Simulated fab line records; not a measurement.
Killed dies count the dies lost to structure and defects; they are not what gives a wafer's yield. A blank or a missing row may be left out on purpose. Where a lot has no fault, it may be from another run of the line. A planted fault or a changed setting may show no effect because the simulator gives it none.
fab line records	flow gf180mcu
record: lots: 12	wafers: 36	lastDay: 34
route steps=602 shown STI@13 MVSD@74
lots that met no fault: from a run of the same line without faults
startH: the number of hours between the record's first day and the start of the first shown wafer of the lot	waitH: hours elapsed since this lot's preceding step	" repeats the value in the row above	L1.1+2: a single row standing in for several wafers	- no value, or no start was given	* or withheld: withheld	< > ~ a bound
route shown NAME@n: a module of which the file shows steps, and the number in the route of the first	usual: the fault-free wafers' mean and standard deviation	same: alike in all rows	chamber/n: place in a boat	sites: each site's reading	_std_site: their standard deviation	_edge_site: outer sites' mean less inner sites'	radiusMm: how far each site lies from the wafer's centre	mask NAME#n: copy n	behind: the last tool/chamber to shape the wafer	hold: what put the lot on hold/how long, in hours/how the hold closed	device: which transistor (n, p or np) failed to switch	end of line: tests of these same wafers at the route's end	a step with no rows: only its recipe	killed: count of dies lost to structure and defects at first sort (not the wafer's yield)	map: a wafer's dies, marking killed ones x, the rest . and places with no die _
set.NAME: setting as actually run; set.NAME@STEP: the setting as run at that earlier step	model.NAME: the simulator's own value behind a step, which no gauge read
steps of the route over a sample of lots; a table a step, a row a wafer
services: the hour from which a tool's chamber was out of use, counted from the record's first day as startH (under 0 if before that day), plus the number of hours and why
== steps ==
step: GF_STI_CD_MEAS_12
recipe: targetCdNm: 220
usual: cdNm: 219.8/1.4
lot.wafer	tool	chamber	startH	waitH	cdNm
L242.1	cdSem-01	-	35.34	0.1	219.7
L242.4	"	-	"	"	219.9
L242.5	"	-	"	"	219.5
L243.3	cdSem-02	-	40.97	0.1	219.9
L243.5	"	-	"	"	220.0
L243.6	"	-	"	"	219.8
L244.3	cdSem-02	-	46.52	0.1	219.7
L244.4	"	-	"	"	220.0
L244.6	"	-	"	"	218.9
L245.1	cdSem-01	-	50.74	0.1	221.6
L245.3	"	-	"	"	222.1
L245.6	"	-	"	"	221.4
L247.1	cdSem-02	-	62.58	0.1	220.7
L247.2	"	-	"	"	221.6
L247.3	"	-	"	"	221.6
L248.1	cdSem-01	-	67.13	0.1	219.4
L248.4	"	-	"	"	218.5
L248.6	"	-	"	"	219.1
L252.1	cdSem-01	-	88.13	0.1	219.9
L252.2	"	-	"	"	220.1
L252.4	"	-	"	"	217.9
L257.2	cdSem-02	-	113.21	0.1	221.7
L257.4	"	-	"	"	221.5
L257.6	"	-	"	"	221.8
L259.1	cdSem-01	-	122.94	0.1	220.0
L259.3	"	-	"	"	219.4
L259.4	"	-	"	"	221.0
L260.1	cdSem-02	-	129.69	0.1	218.7
L260.3	"	-	"	"	218.6
L260.6	"	-	"	"	218.2
L262.3	cdSem-01	-	138.83	0.1	217.8
L262.5	"	-	"	"	218.1
L262.6	"	-	"	"	217.3
L263.1	cdSem-02	-	148.19	0.1	222.7
L263.2	"	-	"	"	221.9
L263.4	"	-	"	"	221.7
step: GF_STI_ETCH_14
recipe: target: Si	chemistry: HBr/Cl2/O2	targetDepthNm: 360	icpW: 600	biasW: 150	pressureMtorr: 15	HBr_flow_sccm: 150	Cl2_flow_sccm: 40	O2_flow_sccm: 6	timeS: 102.9
usual: HBr_flow_sccm: 150.0/0.41	drypumpMotorCurrentA: 5.7/0.38	oesProductAu: 1.008/0.012	throttleValvePct: 25.651/0.012
lot.wafer	tool	chamber	startH	waitH	HBr_flow_sccm	drypumpMotorCurrentA	oesProductAu	rfHoursCounterH	throttleValvePct
L242.1	rieSi-02	0	35.54	0.0	149.3	5.4	1.020	2	25.649
L242.4	"	2	"	"	149.2	5.2	1.000	42	25.656
L242.5	"	2	"	"	149.7	5.2	1.002	-	25.671
L243.3	rieSi-02	2	41.13	0.0	150.4	5.2	0.991	42	25.661
L243.5	"	1	"	"	150.2	6.2	0.990	-	25.662
L243.6	"	0	"	"	150.4	5.3	1.015	-	25.660
L244.3	rieSi-02	2	46.68	0.0	149.7	5.2	1.004	42	25.649
L244.4	"	0	"	"	150.0	5.3	1.030	2	25.634
L244.6	"	2	"	"	149.5	5.2	1.013	-	25.648
L245.1	rieSi-01	2	50.94	0.0	150.0	5.6	0.992	147	25.653
L245.3	"	3	"	"	149.8	5.9	1.007	60	25.664
L245.6	"	3	"	"	149.1	5.9	1.009	-	25.642
L247.1	rieSi-02	3	62.78	0.0	150.2	5.8	1.038	41	25.630
L247.2	"	2	"	"	149.8	5.2	1.011	43	25.657
L247.3	"	0	"	"	148.8	5.3	1.024	3	25.629
L248.1	rieSi-02	1	67.33	0.0	149.9	6.2	0.990	123	25.655
L248.4	"	3	"	"	150.6	5.8	1.030	42	25.631
L248.6	"	0	"	"	149.8	5.3	1.021	-	25.658
L252.1	rieSi-01	1	88.33	0.0	150.5	5.3	1.028	4	25.648
L252.2	"	3	"	"	150.3	6.0	1.010	60	25.639
L252.4	"	2	"	"	149.8	5.6	0.990	147	25.672
L257.2	rieSi-01	3	113.39	0.0	150.2	6.0	1.012	61	25.651
L257.4	"	3	"	"	149.7	5.9	1.018	-	25.634
L257.6	"	1	"	"	149.9	5.3	1.005	-	25.640
L259.1	rieSi-02	2	123.14	0.0	150.0	5.2	1.007	43	25.637
L259.3	"	1	"	"	149.8	6.1	0.998	124	25.645
L259.4	"	3	"	"	149.9	5.8	1.015	42	25.650
L260.1	rieSi-02	3	129.89	0.0	149.3	5.8	1.014	42	25.640
L260.3	"	0	"	"	150.7	5.3	1.016	3	25.647
L260.6	"	0	"	"	150.7	5.3	1.017	-	25.648
L262.3	rieSi-01	0	138.99	0.0	150.0	6.3	1.021	49	25.655
L262.5	"	2	"	"	150.2	5.6	1.002	-	25.645
L262.6	"	3	"	"	149.5	5.9	1.020	-	25.623
L263.1	rieSi-02	2	148.39	0.0	149.5	5.2	1.007	43	25.659
L263.2	"	3	"	"	150.1	5.8	1.004	42	25.649
L263.4	"	0	"	"	150.3	5.3	1.009	3	25.644
step: GF_STI_THK_MEAS_22
recipe: reads: SiO2_of_STI_OXIDATION_21
usual: STI_OXIDATION_01_THK: 15.08/0.26
lot.wafer	tool	chamber	startH	waitH	STI_OXIDATION_01_THK[nm]
L242.1	filmMetro-03	-	37.20	0.0	15.21
L242.4	"	-	"	"	15.34
L242.5	"	-	"	"	15.14
L243.3	filmMetro-03	-	42.80	0.0	14.60
L243.5	"	-	"	"	14.77
L243.6	"	-	"	"	14.72
L244.3	filmMetro-02	-	48.35	0.0	14.92
L244.4	"	-	"	"	15.03
L244.6	"	-	"	"	14.82
L245.1	filmMetro-03	-	52.59	0.0	14.94
L245.3	"	-	"	"	14.99
L245.6	"	-	"	"	15.00
L247.1	filmMetro-02	-	64.43	0.0	14.89
L247.2	"	-	"	"	14.96
L247.3	"	-	"	"	15.06
L248.1	filmMetro-04	-	68.98	0.0	15.25
L248.4	"	-	"	"	15.21
L248.6	"	-	"	"	15.11
L252.1	filmMetro-02	-	90.29	0.0	14.71
L252.2	"	-	"	"	14.56
L252.4	"	-	"	"	14.87
L257.2	filmMetro-02	-	115.05	0.0	15.48
L257.4	"	-	"	"	15.41
L257.6	"	-	"	"	15.54
L259.1	filmMetro-02	-	126.28	0.0	15.03
L259.3	"	-	"	"	15.23
L259.4	"	-	"	"	15.05
L260.1	filmMetro-03	-	131.54	0.0	15.28
L260.3	"	-	"	"	15.21
L260.6	"	-	"	"	15.13
L262.3	filmMetro-03	-	140.66	0.0	15.15
L262.5	"	-	"	"	15.04
L262.6	"	-	"	"	15.16
L263.1	filmMetro-03	-	150.40	0.0	15.53
L263.2	"	-	"	"	15.56
L263.4	"	-	"	"	15.55
step: GF_MVSD_IMPLANT_08
recipe: species: P	energyKev: 400	doseCm2: 1.6e+13	tiltDeg: 0
usual: beamOnS: 9.99/0.19	endStationPressureTorr: 5.02e-06/2.4e-07	faradayCurrentUA: 90.3/1.7
lot.wafer	tool	chamber	startH	waitH	beamOnS	endStationPressureTorr	faradayCurrentUA
L242.1	implanter-02	0	92.72	0.0	10.15	5.17e-06	89.3
L242.4	"	0	"	"	10.00	4.81e-06	90.3
L242.5	"	0	"	"	9.71	4.98e-06	92.5
L243.3	implanter-03	0	100.67	0.1	9.73	5.53e-06	92.4
L243.5	"	0	"	"	10.00	4.96e-06	90.4
L243.6	"	0	"	"	9.63	5.36e-06	93.7
L244.3	implanter-03	0	105.42	0.1	10.18	4.9e-06	88.5
L244.4	"	0	"	"	9.60	4.71e-06	93.6
L244.6	"	0	"	"	9.68	5.21e-06	93.1
L245.1	implanter-04	0	110.87	0.0	10.05	5.03e-06	90.1
L245.3	"	0	"	"	10.28	4.93e-06	87.9
L245.6	"	0	"	"	9.86	4.88e-06	91.7
L247.1	implanter-03	0	124.82	0.0	10.02	4.71e-06	89.9
L247.2	"	0	"	"	10.40	4.6e-06	86.5
L247.3	"	0	"	"	10.16	4.73e-06	88.9
L248.1	implanter-04	0	128.22	0.0	10.13	5.13e-06	88.8
L248.4	"	0	"	"	10.08	5.08e-06	89.4
L248.6	"	0	"	"	10.09	5.11e-06	89.9
L252.1	implanter-04	0	152.07	0.0	11.14	7.456e-05	78.8
L252.2	"	0	"	"	11.22	8.09e-05	78.6
L252.4	"	0	"	"	11.42	7.265e-05	77.4
L257.2	implanter-02	0	180.60	0.0	10.23	4.88e-06	88.1
L257.4	"	0	"	"	9.87	5.12e-06	91.8
L257.6	"	0	"	"	10.13	4.95e-06	89.3
L259.1	implanter-02	0	193.47	0.0	9.75	4.88e-06	92.5
L259.3	"	0	"	"	9.78	5.37e-06	92.0
L259.4	"	0	"	"	9.74	4.85e-06	92.6
L260.1	implanter-03	0	200.67	0.0	9.98	5.4e-06	90.3
L260.3	"	0	"	"	10.00	4.93e-06	89.8
L260.6	"	0	"	"	10.00	5.08e-06	90.0
L262.3	implanter-03	0	209.76	0.1	9.98	4.98e-06	90.2
L262.5	"	0	"	"	9.74	5.02e-06	92.6
L262.6	"	0	"	"	9.94	4.67e-06	91.0
L263.1	implanter-02	0	221.56	0.0	10.18	5.08e-06	88.8
L263.2	"	0	"	"	10.24	5.53e-06	88.2
L263.4	"	0	"	"	10.00	4.81e-06	89.9
step: GF_MVSD_TW_MEAS_11
usual: MVSD_TW: 1582/13
lot.wafer	tool	chamber	startH	waitH	MVSD_TW
L242.1	filmMetro-02	-	93.12	0.1	1603
L242.4	"	-	"	"	1600
L242.5	"	-	"	"	1601
L243.3	filmMetro-02	-	101.04	0.1	1589
L243.5	"	-	"	"	1597
L243.6	"	-	"	"	1592
L244.3	filmMetro-01	-	105.81	0.1	1570
L244.4	"	-	"	"	1561
L244.6	"	-	"	"	1567
L245.1	filmMetro-01	-	111.27	0.1	1562
L245.3	"	-	"	"	1569
L245.6	"	-	"	"	1572
L247.1	filmMetro-04	-	125.22	0.1	1585
L247.2	"	-	"	"	1582
L247.3	"	-	"	"	1580
L248.1	filmMetro-01	-	128.62	0.1	1569
L248.4	"	-	"	"	1575
L248.6	"	-	"	"	1580
L252.1	filmMetro-01	-	152.47	0.1	1611
L252.2	"	-	"	"	1626
L252.4	"	-	"	"	1619
L257.2	filmMetro-04	-	180.98	0.1	1594
L257.4	"	-	"	"	1598
L257.6	"	-	"	"	1601
L259.1	filmMetro-04	-	193.87	0.1	1597
L259.3	"	-	"	"	1599
L259.4	"	-	"	"	1598
L260.1	filmMetro-01	-	201.07	0.1	1571
L260.3	"	-	"	"	1579
L260.6	"	-	"	"	1573
L262.3	filmMetro-02	-	210.13	0.1	1596
L262.5	"	-	"	"	1592
L262.6	"	-	"	"	1587
L263.1	filmMetro-02	-	221.96	0.1	1591
L263.2	"	-	"	"	1596
L263.4	"	-	"	"	1595
step: GF_VT_IMPLANT_RS_MEAS_46
recipe: thkMeasGauge: four-point-probe
usual: MVSD_RS: 456.8/1.4
lot.wafer	tool	chamber	startH	waitH	MVSD_RS[ohm/sq]
L242.1	filmMetro-02	-	169.68	0.1	458.4
L242.4	"	-	"	"	458.6
L242.5	"	-	"	"	457.8
L243.3	filmMetro-04	-	177.86	0.1	456.6
L243.5	"	-	"	"	455.9
L243.6	"	-	"	"	455.9
L244.3	filmMetro-04	-	185.31	0.1	455.0
L244.4	"	-	"	"	456.1
L244.6	"	-	"	"	455.3
L245.1	filmMetro-01	-	191.12	0.1	458.0
L245.3	"	-	"	"	458.5
L245.6	"	-	"	"	458.5
L247.1	filmMetro-01	-	205.23	0.2	455.8
L247.2	"	-	"	"	456.7
L247.3	"	-	"	"	457.5
L248.1	filmMetro-01	-	209.92	0.1	455.9
L248.4	"	-	"	"	455.5
L248.6	"	-	"	"	455.3
L252.1	filmMetro-02	-	237.72	0.1	431.4
L252.2	"	-	"	"	430.6
L252.4	"	-	"	"	432.4
L257.2	filmMetro-01	-	270.59	0.1	455.1
L257.4	"	-	"	"	454.0
L257.6	"	-	"	"	454.9
L259.1	filmMetro-01	-	285.97	0.1	458.4
L259.3	"	-	"	"	459.1
L259.4	"	-	"	"	456.8
L260.1	filmMetro-01	-	293.57	0.1	454.1
L260.3	"	-	"	"	454.2
L260.6	"	-	"	"	454.5
L262.3	filmMetro-02	-	304.56	0.1	456.0
L262.5	"	-	"	"	457.0
L262.6	"	-	"	"	456.6
L263.1	filmMetro-01	-	318.33	0.2	458.1
L263.2	"	-	"	"	457.0
L263.4	"	-	"	"	457.6
== services ==
tool	chamber	startH	hours	kind
implanter-03	-	25.29	13.8	pm
rieSi-01	2	31.23	1.3	repair
implanter-03	-	42.61	3.2	repair
rieSi-01	3	54.49	18.7	repair
rieSi-01	2	83.29	4.8	repair
implanter-03	-	87.14	5.9	pm
rieSi-01	2	96.57	-	clean
rieSi-01	2	96.57	28.2	scheduledDown
rieSi-01	2	96.57	28.2	ventCycle
implanter-04	-	106.91	2.8	pm
implanter-02	-	116.60	1.9	repair
rieSi-01	-	148.58	15.6	pm
rieSi-02	-	195.59	0.3	repair
rieSi-02	-	195.74	0.3	repair
implanter-02	-	206.20	6.4	repair
rieSi-02	1	207.57	6.7	repair
implanter-04	-	210.17	1.8	repair
rieSi-02	1	214.26	-	clean
rieSi-02	1	214.26	17.0	scheduledDown
rieSi-02	1	214.26	17.0	ventCycle
== key ==
firstSign: step: GF_MVSD_IMPLANT_08	reading: endStationPressureTorr	direction: up	sigmas: 99+	usual: 5.02e-06	struck: 7.604e-05
effect: step: GF_MVSD_IMPLANT_08	reading: faradayCurrentUA	direction: down	sigmas: 7	usual: 90.3	struck: 78.3
effect: step: GF_MVSD_TW_MEAS_11	reading: MVSD_TW	direction: up	sigmas: 2.8	usual: 1582	struck: 1619
effect: step: GF_VT_IMPLANT_RS_MEAS_46	reading: MVSD_RS	direction: down	sigmas: 18	usual: 456.8	struck: 431.4
metAt GF_MVSD_IMPLANT_08
struckLots L252
testerLeftOut L252
notActingAt GF_STI_CD_MEAS_12,GF_STI_ETCH_14,GF_STI_THK_MEAS_22
onsetBetween 128.22 152.07
fault: kind: processParameterDrift	tool: implanter-04	chamber: -	onsetH: 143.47	steps: GF_MVSD_IMPLANT_08	channel: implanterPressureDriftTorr	offset: 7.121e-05	shape: step	endH: 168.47
fault: kind: processParameterDrift	tool: implanter-04	chamber: -	onsetH: 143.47	steps: GF_MVSD_IMPLANT_08	channel: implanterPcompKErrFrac	offset: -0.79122	shape: step	endH: 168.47
testerLeftOut: of these lots the tester's yield and bins aren't shown, on N5 and GAA mostly nor the transistor test; their killed dies are dies lost to structure and defects alone, not to doping, threshold or leakage, so they don't give the yield
